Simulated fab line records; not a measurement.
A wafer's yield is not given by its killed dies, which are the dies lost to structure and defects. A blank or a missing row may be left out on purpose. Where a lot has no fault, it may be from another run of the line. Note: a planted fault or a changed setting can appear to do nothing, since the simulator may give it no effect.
2 desks looking at one fault || flow sky130 || only its own numbers are on each desk; what lay behind them is given at the end

TOOL OWNER'S DESK, rie si-02
The tool's own readings at SKY_FIELD_ISO_ETCH_17 (etches Si in HBr/Cl2/O2, target depth 342 nm, time 97.7 s): means of the sampled wafers that have a number, for each lot that ran on this tool. Any lot whose mean is over 4 standard deviations away from the usual mean is out of limits and marked OUT; that distance is given in the brackets.
Columns: A = drypump motor current A at SKY_FIELD_ISO_ETCH_17, usual 5.8 A; B = he backside leak sccm at SKY_FIELD_ISO_ETCH_17, usual 2.74 sccm; C = oes product au at SKY_FIELD_ISO_ETCH_17, usual 1.003 a.u.; D = run length s at SKY_FIELD_ISO_ETCH_17, usual 125.9 s; E = throttle valve pct at SKY_FIELD_ISO_ETCH_17, usual 25.653 %
{"lot": "L357", "first seen here": "day 3 00:51", "A": 5.2, "B": 2.92, "C": 0.985, "D": 126.1, "E": 25.673}
{"lot": "L360", "first seen here": "day 3 18:01", "A": 5.2, "B": 2.85, "C": 0.989, "D": 126.0, "E": 25.665}
{"lot": "L370", "first seen here": "day 5 23:31", "A": 5.4, "B": 2.83, "C": 0.998, "D": 126.8, "E": 25.665}
This desk's verdict: no lot among the 3 shows anything out of limits.

AT THE METROLOGY DESK
What the gauges read, lot by lot, whatever tool the lot ran on: means of the sampled wafers that have a number. Any lot whose mean is over 4 standard deviations away from the usual mean is out of limits and marked OUT; that distance is given in the brackets.
Columns: A = FIELD_ISO_CVD_03_THK at SKY_FIELD_ISO_THK_MEAS_04, usual 165.8 nm; B = cd nm at SKY_FIELD_ISO_CD_MEAS_13, usual 150.1 nm
{"lot": "L353", "first seen here": "day 1 14:03", "A": 164.5, "B": 148.1}
{"lot": "L354", "first seen here": "day 1 18:29", "A": 165.6, "B": 151.7}
{"lot": "L357", "first seen here": "day 2 09:48", "A": 163.6, "B": 151.6}
{"lot": "L358", "first seen here": "day 2 18:15", "A": 165.0, "B": 148.4}
{"lot": "L360", "first seen here": "day 3 01:41", "A": 165.8, "B": 150.5}
{"lot": "L361", "first seen here": "day 3 06:44", "A": 166.6, "B": 148.7}
{"lot": "L363", "first seen here": "day 3 15:29", "A": 167.0, "B": 152.2}
{"lot": "L367", "first seen here": "day 4 12:40", "A": 164.3, "B": 150.1}
{"lot": "L370", "first seen here": "day 5 05:17", "A": 167.2, "B": 149.6}
{"lot": "L371", "first seen here": "day 5 08:19", "A": 167.8, "B": 149.9}
{"lot": "L372", "first seen here": "day 5 13:31", "A": 164.0, "B": 149.4}
{"lot": "L375", "first seen here": "day 6 04:23", "A": 165.1, "B": 148.7}
This desk's verdict: no lot among the 12 shows anything out of limits.

PUT TOGETHER
Nothing out of limits was seen by the tool owner's desk.
Nothing out of limits was seen by the metrology desk.

WHAT WAS PUT IN BY THE SIMULATOR
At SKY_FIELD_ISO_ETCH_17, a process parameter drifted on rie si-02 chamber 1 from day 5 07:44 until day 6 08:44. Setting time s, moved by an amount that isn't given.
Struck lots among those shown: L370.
